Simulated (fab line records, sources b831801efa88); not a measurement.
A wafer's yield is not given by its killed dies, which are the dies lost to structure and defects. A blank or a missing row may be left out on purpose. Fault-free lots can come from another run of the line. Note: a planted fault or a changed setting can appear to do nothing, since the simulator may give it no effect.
What tool caused it? | flow sky130 | route of 708 steps, sampled at 1 step: 12 lots, 36 wafers

== WHAT THE GAUGES READ, wafer by wafer ==
SKY_VIA4_OVL_MEAS_11.
lot  | measured     | on         | VIA4_OVL (nm)
L638 | day 42 15:22 | overlay-02 | -1.8 -1.0 -0.3
L639 | day 42 18:43 | overlay-01 | -0.8 -0.2 -0.2
L641 | day 43 13:13 | overlay-01 | -0.8 1.1 0.2
L642 | day 44 04:13 | overlay-01 | 2.5 0.9 2.3
L645 | day 45 01:59 | overlay-01 | 4.2 1.6 2.0
L653 | day 47 02:16 | overlay-01 | 0.9 0.5 0.6
L654 | day 47 05:58 | overlay-02 | 0.5 1.2 1.7
L655 | day 47 07:40 | overlay-01 | -0.1 0.5 -0.4
L657 | day 47 17:28 | overlay-02 | 1.7 2.5 1.7
L658 | day 47 23:53 | overlay-01 | 0.3 -1.4 1.2
L659 | day 48 01:46 | overlay-01 | 0.0 -0.1 -0.8
L661 | day 48 19:22 | overlay-02 | 1.4 -0.2 -0.4

== EACH LOT AND THE TOOL THAT RAN IT (in order: tool; ch and the chambers of the sampled wafers; start) ==
The record holds no process step before these readings.

== AS READ BY THE TOOLS THEMSELVES (means over the sampled wafers that have a number; for cases with no such wafer, the mark the record gives instead) ==
The record holds no such reading with a usual standard deviation.

== THE ANSWER, worked out from the rows above alone ==
Rule: the lots themselves supply what counts as usual. The widest of any qualifying gaps counts: lots, ordered by their means at a reading, are off when they make up no more than a third of the lots, leave a main group of 4 or more, and stand apart from it by 3 or more times the standard deviation of that group's means. A main group is skipped when, at the precision printed for the reading in the tables above, its means are all equal. Also off: a lot with no number at a reading for which 4 or more lots have one. All remaining lots with rows at the step are treated as sound. The gauges are gone through in route order, then the tools' own readings, and for those a lot's mean is taken as printed above. The first step at which some lot is off is used, and at that step the reading that is off furthest; a lot without a number counts as furthest.
None of the lots is off at any reading shown; this tells nothing.

== WHAT HAD BEEN PUT IN BY THE SIMULATOR ==
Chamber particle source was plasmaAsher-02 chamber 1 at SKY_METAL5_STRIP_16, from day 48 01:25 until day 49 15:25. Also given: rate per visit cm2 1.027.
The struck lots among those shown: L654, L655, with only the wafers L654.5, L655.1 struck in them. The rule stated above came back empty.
